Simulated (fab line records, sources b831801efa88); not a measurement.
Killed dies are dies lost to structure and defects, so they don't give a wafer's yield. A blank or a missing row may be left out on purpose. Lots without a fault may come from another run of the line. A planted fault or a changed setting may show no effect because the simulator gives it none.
Which tool did it? | flow gf180mcu | 6 lots, 18 wafers sampled, at 1 step of a route of 602

WHAT THE GAUGES READ, wafer by wafer
GF_VT_IMPLANT_TW_MEAS_10.
lot  | measured    | on            | VT_IMPLANT_TW
L471 | day 5 22:16 | film_metro-01 | 561.8 560.3 561.3
L475 | day 7 00:56 | film_metro-03 | 562.6 563.7 562.4
L477 | day 7 16:28 | film_metro-03 | 566.9 565.5 566.6
L480 | day 8 03:17 | film_metro-01 | 566.7 568.7 567.3
L483 | day 8 23:21 | film_metro-01 | 563.6 566.3 567.0
L487 | day 9 23:12 | film_metro-03 | 560.1 558.6 562.0

WHICH TOOL RAN EACH LOT (tool, then ch and the chambers of the sampled wafers, then the start)
The record holds no process step before these readings.

THE ANSWER, worked out from the rows above alone
Rule: what is usual is taken from the lots themselves. Put in order of their means at a reading, lots are off if they are a third of the lots or fewer, leave a main group of 4 or more, and stand apart from it by a gap of 3 or more times the standard deviation of the main group's means; of several such gaps the widest counts. A main group whose means are all the same, to the digits that the tables above print for the reading, isn't used. A lot without any number at a reading at which 4 lots or more have one is off too. The other lots that the step has rows for count as sound.
No lot is off at any reading shown: from this, nothing can be told.

WHAT THE SIMULATOR HAD PUT IN
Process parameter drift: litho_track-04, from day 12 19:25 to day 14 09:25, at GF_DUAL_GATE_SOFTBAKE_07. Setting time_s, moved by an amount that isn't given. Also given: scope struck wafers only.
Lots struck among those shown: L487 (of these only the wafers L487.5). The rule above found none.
